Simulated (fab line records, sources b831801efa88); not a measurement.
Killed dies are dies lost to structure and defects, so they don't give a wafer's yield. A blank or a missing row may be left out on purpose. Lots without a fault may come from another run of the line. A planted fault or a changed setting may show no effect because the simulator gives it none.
Chamber matching | flow gf180mcu | GF_STI_ETCH_14 on rie_si-01: 4 sister chambers
The step etches Si in HBr/Cl2/O2, target depth 360 nm, time 102.9 s. 4 wafers are shown with their chamber, then 6 later ones without.

WAFERS WITH THEIR CHAMBER
wafer  | chamber | drypump_motor_current_A (A)
L124.3 | 1       | 6.2
L133.6 | 3       | 5.1
L134.1 | 2       | 5.4
L134.3 | 0       | 6.1

WAFERS WITHOUT THEIR CHAMBER
wafer  | drypump_motor_current_A (A)
L134.5 | 5.4
L135.1 | 5.1
L135.4 | 6.0
L136.3 | 6.2
L136.5 | 6.1
L136.6 | 6.2

WHICH CHAMBER EACH WENT THROUGH
wafer  | from the rows above | in truth
L134.5 | 2                   | 2
L135.1 | 3                   | 3
L135.4 | 0                   | 0
L136.3 | 1                   | 1
L136.5 | 0                   | 0
L136.6 | 1                   | 1
Placed correctly: 6 of 6. Can't be placed from these rows: 0. Placed wrongly: 0.
How it was worked out, from the rows above alone: a wafer's distance from a chamber is the root of the sum, over the readings, of the square of ((its reading less the chamber's mean) divided by the reading's scatter). The wafer belongs to the nearest chamber; if the next one is less than 2 further off, it can't be placed. A chamber's mean is the mean of its shown wafers. The scatter: with one shown wafer a chamber, the root of the mean of the squares of how far each hidden wafer lies from its nearest shown one.
